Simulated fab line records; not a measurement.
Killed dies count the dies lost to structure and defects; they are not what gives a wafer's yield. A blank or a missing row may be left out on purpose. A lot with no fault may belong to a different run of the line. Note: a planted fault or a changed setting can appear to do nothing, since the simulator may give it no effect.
Which tool is to blame? -- flow gf180mcu -- 36 wafers from 12 lots sampled at 5 of the route's 602 steps

WHAT THE GAUGES SHOWED, per wafer
GF_V1_THK_MEAS_03. Usual: for V1_CVD_02_THK the level is 850 nm and the standard deviation is 12.
lot,measured,on,V1_CVD_02_THK (nm),flag
L695,day 16 20:09,filmMetro-02,845 868 869,
L696,day 17 07:55,filmMetro-02,836 845 854,
L699,day 18 09:22,filmMetro-03,851 851 857,
L700,day 18 17:02,filmMetro-03,834 869 868,
L701,day 19 12:05,filmMetro-04,594 601 599,OFF
L702,day 20 03:07,filmMetro-02,609 603 615,OFF
L711,day 23 03:07,filmMetro-03,836 846 854,
L712,day 23 16:20,filmMetro-03,844 855 871,
L714,day 23 23:32,filmMetro-03,828 846 852,
L715,day 24 04:34,filmMetro-02,848 847 848,
L716,day 24 13:37,filmMetro-03,862 852 865,
L718,day 25 05:33,filmMetro-02,837 857 857,

GF_V2_RS_MEAS_24: the measuring method here is four-point-probe. Usual: for V2_W_RS the level is 0.327 ohm/sq and the standard deviation is 0.0056.
lot,measured,on,V2_W_RS (ohm/sq),flag
L695,day 19 21:59,filmMetro-03,0.316 0.331 0.332,
L696,day 20 11:10,filmMetro-04,0.325 0.331 0.325,
L699,day 21 13:21,filmMetro-01,0.322 0.325 0.332,
L700,day 21 20:22,filmMetro-01,0.324 0.329 0.323,
L701,day 22 15:18,filmMetro-03,0.327 0.334 0.329,
L702,day 23 06:29,filmMetro-04,0.323 0.323 0.335,
L711,day 26 01:18,filmMetro-03,0.328 0.324 0.326,
L712,day 26 12:54,filmMetro-04,0.319 0.326 0.328,
L714,day 26 21:37,filmMetro-03,0.333 0.326 0.326,
L715,day 27 01:04,filmMetro-01,0.330 0.326 0.327,
L716,day 27 07:47,filmMetro-03,0.337 0.332 0.328,
L718,day 28 00:41,filmMetro-01,0.323 0.328 0.337,

WHICH TOOL RAN EACH LOT (tool, then ch and the chambers of the sampled wafers, then the start)
lot,GF_V1_CVD_02,GF_V1_ETCH_17,GF_V2_SPUTTER_22
L695,"pecvd-03 ch 0,1,2, day 16 20:05","rieDiel-03 ch 0,1,3, day 19 21:50 or earlier","pvdSputter-02, day 19 21:50"
L696,"pecvd-01 ch 0,1,2, day 17 07:50","rieDiel-01 ch 0,1,2, day 20 11:01 or earlier","pvdSputter-04, day 20 11:01"
L699,"pecvd-04 ch 0,1,2, day 18 09:17","rieDiel-03 ch 1,2,3, day 21 13:11 or earlier","pvdSputter-04, day 21 13:11"
L700,"pecvd-04 ch 0,1,2, day 18 16:56","rieDiel-04 ch 1,2,3, day 21 20:10 or earlier","pvdSputter-03, day 21 20:10"
L701,"pecvd-04 ch 0,2, day 19 12:01","rieDiel-03 ch 0,3, day 22 15:09 or earlier","pvdSputter-02, day 22 15:09"
L702,"pecvd-04 ch 0,2, day 20 02:59","rieDiel-03 ch 0,2, day 23 06:19 or earlier","pvdSputter-02, day 23 06:19"
L711,"pecvd-01 ch 1,2, day 23 03:02","rieDiel-01 ch 1,2, day 26 01:09 or earlier","pvdSputter-02, day 26 01:09"
L712,"pecvd-03 ch 0,1, day 23 16:17","rieDiel-01 ch 0,1,2, day 26 12:45 or earlier","pvdSputter-02, day 26 12:45"
L714,"pecvd-04 ch 0,2, day 23 23:28","rieDiel-01 ch 1,2, day 26 21:28 or earlier","pvdSputter-03, day 26 21:28"
L715,"pecvd-03 ch 0,2, day 24 04:30","rieDiel-03 ch 0,3, day 27 00:55 or earlier","pvdSputter-02, day 27 00:55"
L716,"pecvd-03 ch 1,2, day 24 13:32","rieDiel-03 ch 2,3, day 27 07:37 or earlier","pvdSputter-02, day 27 07:37"
L718,"pecvd-03 ch 0,1, day 25 05:28","rieDiel-03 ch 1,2,3, day 28 00:31 or earlier","pvdSputter-04, day 28 00:31"
- GF_V1_CVD_02: deposits SiO2 from TEOS, target thk 850 nm, time 94.851 s.
- GF_V1_ETCH_17: etches SiO2 in C4F8/O2/Ar, stops on TiN, target depth 630 nm.
- GF_V2_SPUTTER_22: material TiN, target thk 10 nm, time 40 s.

AS READ BY THE TOOLS THEMSELVES (means over the sampled wafers that have a number; for cases with no such wafer, the mark the record gives instead)
GF_V1_CVD_02. Usual: heaterPowerW 599 W, standard deviation 130; rfFwdPowerW 596.6 W, standard deviation 1.9; runLengthS 122.9 s, standard deviation 0.55.
lot,tool,heaterPowerW (W),rfFwdPowerW (W),runLengthS (s),flag
L695,pecvd-03,655,595.3,122.8,
L696,pecvd-01,612,598.1,122.5,
L699,pecvd-04,488,599.1,123.1,
L700,pecvd-04,549,596.1,123.4,
L701,pecvd-04,487,-,96.9,OFF
L702,pecvd-04,579,-,96.7,OFF
L711,pecvd-01,613,595.7,122.7,
L712,pecvd-03,614,596.8,122.8,
L714,pecvd-04,543,599.6,123.6,
L715,pecvd-03,642,597.7,123.0,
L716,pecvd-03,693,594.6,122.6,
L718,pecvd-03,588,595.0,122.6,

GF_V1_ETCH_17. Usual: oesProductAu 0.856 a.u., standard deviation 0.0042; rfFwdPowerW 1493 W, standard deviation 4.9.
lot,tool,oesProductAu (a.u.),rfFwdPowerW (W),flag
L695,rieDiel-03,0.857,1492,
L696,rieDiel-01,0.855,1493,
L699,rieDiel-03,0.858,1491,
L700,rieDiel-04,0.856,1494,
L701,rieDiel-03,0.831,1494,OFF
L702,rieDiel-03,0.837,1495,OFF
L711,rieDiel-01,0.854,1499,
L712,rieDiel-01,0.852,1494,
L714,rieDiel-01,0.858,1490,
L715,rieDiel-03,0.856,1499,
L716,rieDiel-03,0.856,1494,
L718,rieDiel-03,0.859,1490,

GF_V2_SPUTTER_22. Usual: throttleValvePct at 29.8 %, with a standard deviation of 0.79.
lot,tool,throttleValvePct (%),flag
L695,pvdSputter-02,29.3,
L696,pvdSputter-04,30.9,
L699,pvdSputter-04,30.9,
L700,pvdSputter-03,29.9,
L701,pvdSputter-02,29.5,
L702,pvdSputter-02,29.3,
L711,pvdSputter-02,29.4,
L712,pvdSputter-02,29.6,
L714,pvdSputter-03,30.5,
L715,pvdSputter-02,29.5,
L716,pvdSputter-02,29.4,
L718,pvdSputter-04,30.9,

THE ANSWER, worked out from the rows above alone
Rule: a lot counts as off when the mean over its wafers that have a number is more than 3 standard deviations away from the usual mean. A lot without any number at a reading at which 4 lots or more have one is off too. Any other lot the step has rows for is counted as sound. First the gauges in route order, then the tools' own readings, where a lot's mean is used as printed above. The first step at which some lot is off is used, and at that step the reading that is off furthest; a lot without a number counts as furthest.
Off: L701, L702, seen at GF_V1_THK_MEAS_03 (V1_CVD_02_THK).
If a tool, at a process step before that reading, ran all the lots that are off and no sound lot after the first of them, it fits. The gauges at GF_V1_THK_MEAS_03 aren't tried: what is off there is off at GF_V1_CVD_02 too, on other tools, and a gauge's error can't cause that. Of those tried, none fits.

WHAT THE SIMULATOR HAD INSERTED
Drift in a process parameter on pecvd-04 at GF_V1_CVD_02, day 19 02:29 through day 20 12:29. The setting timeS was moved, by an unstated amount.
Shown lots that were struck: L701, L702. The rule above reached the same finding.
